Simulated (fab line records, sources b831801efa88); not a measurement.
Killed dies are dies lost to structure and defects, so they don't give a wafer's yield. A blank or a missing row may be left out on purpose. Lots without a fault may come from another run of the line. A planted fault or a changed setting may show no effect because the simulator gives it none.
fab line records | flow sky130
record lots=10 wafers=30 last_day=51
route steps=708 shown CONTACT@407 METAL1@434
lots that met no fault: from a run of the same line without faults
start_h: hours from the record's first day to the start of the lot's first wafer shown | wait_h: hours since the lot's step before | " the same as in the row above | L1.1+2: a row that stands for several wafers | - no value, or no start given | * or withheld: withheld | < > ~ a bound
route shown NAME@n: a module of which the file shows steps, and the number in the route of the first | usual: mean/standard deviation of fault-free wafers | same: alike in all rows | chamber/n: place in a boat | sites: the reading at each site | _std_site: their standard deviation | _edge_site: outer sites' mean less inner sites' | radius_mm: how far each site lies from the wafer's centre | mask NAME#n: copy n | behind: the tool/chamber that last shaped the wafer | hold: why the lot was held/for how many hours/how that ended | device: the transistor (n, p or np) that didn't switch | end of line: the same wafers' tests at the end of the route | a step without rows: its recipe alone | killed: dies lost to structure and defects at the first sort, not the wafer's yield | map: a wafer's dies, x killed, . not, _ none there
set.NAME: the setting as run; set.NAME@STEP: as run at that earlier step | model.NAME: the simulator's own value behind a step, which no gauge read
steps of the route over a sample of lots; a table a step, a row a wafer
services: from which hour (start_h, from the record's first day; less than 0 if before it) a tool's chamber was out of use, for how many hours, and why
## steps
# step SKY_CONTACT_THK_MEAS_01
# recipe reads=Si3N4_of_CONTACT_CVD_00
# usual CONTACT_CVD_00_THK=75.1/0.93
# columns lot.wafer tool chamber start_h wait_h CONTACT_CVD_00_THK[nm]
L766.3 film_metro-04 - 742.47 - 74.0
L766.4 " - " " 75.2
L766.6 " - " " 75.0
L767.2 film_metro-03 - 760.23 - 75.2
L767.5 " - " " 76.1
L767.6 " - " " 76.5
L771.3 film_metro-04 - 784.74 - 73.9
L771.4 " - " " 74.8
L771.6 " - " " 74.4
L773.1 film_metro-03 - 794.31 - 74.8
L773.2 " - " " 73.8
L773.6 " - " " 76.8
L779.1 film_metro-03 - 848.39 - 74.5
L779.3 " - " " 75.3
L779.4 " - " " 75.1
L780.1 film_metro-03 - 851.57 - 74.4
L780.5 " - " " 75.5
L780.6 " - " " 76.5
L783.1 film_metro-03 - 871.51 - 74.1
L783.2 " - " " 74.4
L783.6 " - " " 76.7
L785.2 film_metro-02 - 879.21 - 75.1
L785.4 " - " " 76.8
L785.5 " - " " 76.3
L787.1 film_metro-03 - 890.85 - 74.7
L787.2 " - " " 74.8
L787.5 " - " " 74.7
L788.1 film_metro-04 - 899.47 - 73.5
L788.2 " - " " 74.6
L788.4 " - " " 75.7
# step SKY_METAL1_SPUTTER_00
# recipe material=Ti target_thk_nm=15 power_w=3000 time_s=10 chamber_pressure_pa=0.4
# usual throttle_valve_pct=30.0/0.85
# columns lot.wafer tool chamber start_h wait_h throttle_valve_pct
L766.3 pvd_sputter-01 - 772.89 0.1 30.9
L766.4 " - " " 30.1
L766.6 " - " " 30.0
L767.2 pvd_sputter-04 - 789.82 0.1 30.0
L767.5 " - " " 31.6
L767.6 " - " " 29.4
L771.3 pvd_sputter-01 - 814.02 0.2 30.0
L771.4 " - " " 28.5
L771.6 " - " " 28.4
L773.1 pvd_sputter-01 - 823.55 0.2 28.4
L773.2 " - " " 30.0
L773.6 " - " " 29.9
L779.1 pvd_sputter-01 - 877.51 0.1 28.5
L779.3 " - " " 29.8
L779.4 " - " " 31.0
L780.1 pvd_sputter-01 - 881.12 0.2 30.1
L780.5 " - " " 28.4
L780.6 " - " " 29.9
L783.1 pvd_sputter-04 - 900.27 0.2 29.4
L783.2 " - " " 30.2
L783.6 " - " " 31.3
L785.2 pvd_sputter-01 - 908.01 0.1 30.0
L785.4 " - " " 30.0
L785.5 " - " " 30.0
L787.1 pvd_sputter-01 - 918.34 0.2 30.0
L787.2 " - " " 30.9
L787.5 " - " " 28.5
L788.1 pvd_sputter-01 - 927.85 0.2 28.6
L788.2 " - " " 30.2
L788.4 " - " " 30.8
# step SKY_METAL1_SPUTTER_02
# recipe material=AlCu target_thk_nm=250 power_w=10600 time_s=13.3 chamber_pressure_pa=0.4
# usual throttle_valve_pct=30.0/0.83
# columns lot.wafer tool chamber start_h wait_h throttle_valve_pct
L766.3 pvd_sputter-01 - 772.93 0.0 31.2
L766.4 " - " " 30.3
L766.6 " - " " 30.1
L767.2 pvd_sputter-04 - 789.87 0.0 30.0
L767.5 " - " " 31.2
L767.6 " - " " 29.4
L771.3 pvd_sputter-01 - 814.06 0.0 29.9
L771.4 " - " " 28.4
L771.6 " - " " 28.3
L773.1 pvd_sputter-01 - 823.59 0.0 28.5
L773.2 " - " " 30.2
L773.6 " - " " 30.0
L779.1 pvd_sputter-01 - 877.56 0.0 28.6
L779.3 " - " " 30.1
L779.4 " - " " 30.6
L780.1 pvd_sputter-01 - 881.16 0.0 29.9
L780.5 " - " " 28.5
L780.6 " - " " 30.1
L783.1 pvd_sputter-04 - 900.32 0.0 29.4
L783.2 " - " " 29.8
L783.6 " - " " 31.4
L785.2 pvd_sputter-01 - 908.06 0.0 30.2
L785.4 " - " " 29.8
L785.5 " - " " 29.8
L787.1 pvd_sputter-01 - 918.39 0.0 30.0
L787.2 " - " " 30.8
L787.5 " - " " 28.3
L788.1 pvd_sputter-01 - 927.90 0.0 28.3
L788.2 " - " " 30.1
L788.4 " - " " 31.1
# step SKY_METAL1_RS_MEAS_05
# recipe thk_meas_gauge=four-point-probe reads=TiN_of_METAL1_SPUTTER_04+Ti_of_METAL1_SPUTTER_03+AlCu_of_METAL1_SPUTTER_02+TiN_of_METAL1_SPUTTER_01+Ti_of_METAL1_SPUTTER_00
# usual METAL1_ALCU_RS=0.1269/0.0015
# columns lot.wafer tool chamber start_h wait_h METAL1_ALCU_RS[ohm/sq]
L766.3 film_metro-04 - 773.07 0.1 0.1280
L766.4 " - " " 0.1251
L766.6 " - " " 0.1271
L767.2 film_metro-01 - 789.98 0.0 0.1284
L767.5 " - " " 0.1273
L767.6 " - " " 0.1270
L771.3 film_metro-04 - 814.20 0.1 0.1649
L771.4 " - " " 0.1263
L771.6 " - " " 0.1270
L773.1 film_metro-04 - 823.69 0.0 0.1250
L773.2 " - " " 0.1674
L773.6 " - " " 0.1259
L779.1 film_metro-01 - 877.65 0.0 0.1284
L779.3 " - " " 0.1277
L779.4 " - " " 0.1293
L780.1 film_metro-04 - 881.26 0.0 0.1266
L780.5 " - " " 0.1272
L780.6 " - " " 0.1264
L783.1 film_metro-01 - 900.41 0.0 0.1262
L783.2 " - " " 0.1289
L783.6 " - " " 0.1259
L785.2 film_metro-01 - 908.17 0.0 0.1257
L785.4 " - " " 0.1265
L785.5 " - " " 0.1270
L787.1 film_metro-03 - 918.48 0.0 0.1239
L787.2 " - " " 0.1262
L787.5 " - " " 0.1251
L788.1 film_metro-01 - 927.99 0.0 0.1261
L788.2 " - " " 0.1256
L788.4 " - " " 0.1272
# step SKY_METAL1_THK_MEAS_06
# recipe thk_meas_gauge=xrf reads=AlCu_of_METAL1_SPUTTER_02
# usual METAL1_ALCU_THK=246/3.4
# columns lot.wafer tool chamber start_h wait_h METAL1_ALCU_THK[nm]
L766.3 film_metro-04 - 773.17 0.1 243
L766.4 " - " " 248
L766.6 " - " " 245
L767.2 film_metro-01 - 790.09 0.1 246
L767.5 " - " " 248
L767.6 " - " " 249
L771.3 film_metro-04 - 814.30 0.1 190
L771.4 " - " " 245
L771.6 " - " " 245
L773.1 film_metro-04 - 823.81 0.1 250
L773.2 " - " " 188
L773.6 " - " " 248
L779.1 film_metro-01 - 877.77 0.1 248
L779.3 " - " " 246
L779.4 " - " " 245
L780.1 film_metro-04 - 881.38 0.1 247
L780.5 " - " " 245
L780.6 " - " " 247
L783.1 film_metro-01 - 900.53 0.1 248
L783.2 " - " " 244
L783.6 " - " " 249
L785.2 film_metro-01 - 908.28 0.1 248
L785.4 " - " " 248
L785.5 " - " " 248
L787.1 film_metro-03 - 918.60 0.1 250
L787.2 " - " " 248
L787.5 " - " " 248
L788.1 film_metro-01 - 928.11 0.1 250
L788.2 " - " " 252
L788.4 " - " " 250
# step SKY_METAL1_DESCUM_17
# recipe chemistry=O2 source_power_w=150 bias_power_w=0 pressure_mtorr=10 temp_c=40 time_s=8
# usual drypump_motor_current_A=5.5/0.65 oes_product_au=1.003/0.0069
# columns lot.wafer tool chamber start_h wait_h drypump_motor_current_A oes_product_au rf_hours_counter_h
L766.3 rie_metal-04 0 800.34 0.0 5.2 1.000 -
L766.4 " 1 " " 5.8 1.004 -
L766.6 " 0 " " 5.2 1.011 -
L767.2 rie_metal-01 0 817.44 0.0 6.4 1.013 6
L767.5 " 1 " " 4.7 1.006 -
L767.6 " 0 " " 6.3 1.020 -
L771.3 rie_metal-01 1 841.30 0.0 4.7 1.009 -
L771.4 " 0 " " 6.3 0.995 -
L771.6 " 1 " " 4.7 1.004 -
L773.1 rie_metal-03 0 850.99 0.0 5.3 0.998 0
L773.2 " 0 " " 5.3 0.996 -
L773.6 " 0 " " 5.3 1.003 -
L779.1 rie_metal-01 0 904.44 0.0 6.4 1.002 10
L779.3 " 0 " " 6.4 0.985 -
L779.4 " 0 " " 6.3 1.004 -
L780.1 rie_metal-04 1 908.33 0.0 5.8 1.007 1
L780.5 " 1 " " 5.8 1.012 -
L780.6 " 0 " " 5.2 0.990 -
L783.1 rie_metal-01 0 926.09 0.0 6.3 1.007 11
L783.2 " 0 " " 6.4 1.010 -
L783.6 " 0 " " 6.4 0.996 -
L785.2 rie_metal-04 0 933.78 0.0 5.2 1.012 5
L785.4 " 0 " " 5.2 0.999 -
L785.5 " 0 " " 5.2 1.006 -
L787.1 rie_metal-01 0 943.23 0.0 6.3 1.003 12
L787.2 " 1 " " 4.7 1.000 0
L787.5 " 1 " " 4.7 1.001 -
L788.1 rie_metal-04 0 953.09 0.0 5.2 1.009 6
L788.2 " 1 " " 5.8 1.012 3
L788.4 " 1 " " 5.8 1.004 -
# step SKY_METAL1_METAL_ETCH_19
# recipe target_depth_a=3600 stop_on=SiO2 over_etch_frac=0.3 time_s=78 chemistry=Cl2/BCl3 resist_sidewall_deg=88 pressure_mtorr=10 icp_w=900 bias_w=48.5 Cl2_flow_sccm=60 bcl3_flow_sccm=30
# usual bcl3_flow_sccm=30.00/0.096 bias_w=48.50/0.14 drypump_motor_current_A=5.5/0.65 oes_product_au=0.854/0.0058 throttle_valve_pct=22.265/0.0092
# columns lot.wafer tool chamber start_h wait_h bcl3_flow_sccm bias_w drypump_motor_current_A oes_product_au rf_hours_counter_h throttle_valve_pct
L766.3 rie_metal-04 0 800.45 0.1 30.09 48.60 5.2 0.853 - 22.271
L766.4 " 1 " " 30.04 48.75 5.8 0.860 - 22.265
L766.6 " 0 " " 30.05 48.74 5.2 0.859 - 22.269
L767.2 rie_metal-01 0 817.54 0.0 29.84 48.39 6.3 0.846 6 22.272
L767.5 " 1 " " 30.04 48.59 4.7 0.858 - 22.270
L767.6 " 0 " " 30.05 48.31 6.3 0.852 - 22.266
L771.3 rie_metal-01 1 841.41 0.1 30.16 48.39 4.7 0.799 - 22.264
L771.4 " 0 " " 30.12 48.29 6.3 0.855 - 22.270
L771.6 " 1 " " 30.03 48.63 4.7 0.854 - 22.263
L773.1 rie_metal-03 0 851.18 0.1 29.94 48.40 5.3 0.862 0 22.242
L773.2 " 0 " " 29.93 48.29 5.3 0.800 - 22.266
L773.6 " 0 " " 29.86 48.37 5.3 0.860 - 22.264
L779.1 rie_metal-01 0 904.63 0.1 29.87 48.65 6.3 0.851 10 22.266
L779.3 " 0 " " 29.98 48.63 6.4 0.853 - 22.285
L779.4 " 0 " " 29.98 48.69 6.3 0.848 - 22.272
L780.1 rie_metal-04 1 908.42 0.0 29.95 48.56 5.8 0.854 2 22.273
L780.5 " 1 " " 29.98 48.45 5.8 0.855 - 22.267
L780.6 " 0 " " 29.91 48.49 5.2 0.859 - 22.271
L783.1 rie_metal-01 0 926.28 0.1 29.85 48.47 6.3 0.854 11 22.268
L783.2 " 0 " " 29.91 48.34 6.3 0.847 - 22.247
L783.6 " 0 " " 29.89 48.64 6.3 0.858 - 22.249
L785.2 rie_metal-04 0 933.87 0.0 30.02 48.72 5.2 0.861 5 22.265
L785.4 " 0 " " 29.89 48.48 5.2 0.855 - 22.274
L785.5 " 0 " " 29.98 48.48 5.2 0.846 - 22.261
L787.1 rie_metal-01 0 943.32 0.0 30.03 48.61 6.3 0.858 13 22.270
L787.2 " 1 " " 29.89 48.62 4.7 0.854 0 22.270
L787.5 " 1 " " 29.88 48.54 4.7 0.865 - 22.267
L788.1 rie_metal-04 0 953.19 0.0 30.11 48.36 5.2 0.853 6 22.273
L788.2 " 1 " " 30.00 48.35 5.8 0.858 3 22.263
L788.4 " 1 " " 29.93 48.41 5.8 0.855 - 22.270
## services
# columns tool chamber start_h hours kind
rie_metal-04 0 758.62 4.0 repair
rie_metal-01 0 780.73 1.4 repair
pvd_sputter-01 - 782.79 2.8 repair
rie_metal-01 - 801.94 1.0 repair
rie_metal-04 0 814.85 - clean
rie_metal-04 0 814.85 17.8 scheduled_down
rie_metal-04 0 814.85 17.8 vent_cycle
rie_metal-03 0 820.23 - clean
rie_metal-03 0 820.23 27.1 scheduled_down
pvd_sputter-04 0 828.41 - consumable_replace:kit
pvd_sputter-04 0 828.41 18.0 scheduled_down
pvd_sputter-04 0 828.41 18.0 vent_cycle
rie_metal-04 - 830.99 1.4 pm
rie_metal-04 1 839.03 - clean
rie_metal-04 1 839.03 29.8 scheduled_down
rie_metal-04 1 839.03 29.8 vent_cycle
pvd_sputter-04 - 851.03 2.2 repair
pvd_sputter-04 - 883.97 4.0 repair
rie_metal-01 1 903.30 10.6 repair
rie_metal-01 1 917.79 - clean
rie_metal-01 1 917.79 18.8 scheduled_down
rie_metal-01 1 917.79 18.8 vent_cycle
rie_metal-04 - 944.86 0.6 repair
pvd_sputter-04 - 945.86 9.6 repair
## key
first_sign step=SKY_METAL1_RS_MEAS_05 reading=METAL1_ALCU_RS direction=up sigmas=27 usual=0.1269 struck=0.1662
effect step=SKY_METAL1_THK_MEAS_06 reading=METAL1_ALCU_THK direction=down sigmas=17 usual=246 struck=189
effect step=SKY_METAL1_METAL_ETCH_19 reading=oes_product_au direction=down sigmas=9.4 usual=0.854 struck=0.800
met_at SKY_METAL1_SPUTTER_02
struck_lots L771,L773
struck_wafers L771.3,L773.2
not_acting_at SKY_CONTACT_THK_MEAS_01,SKY_METAL1_SPUTTER_00,SKY_METAL1_DESCUM_17
onset_between 772.93 814.06
fault kind=process_parameter_drift tool=pvd_sputter-01 chamber=- onset_h=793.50 steps=SKY_METAL1_SPUTTER_02 channel=time_s offset=* shape=step end_h=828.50 scope=struck_wafers_only acts_in=* stated=*
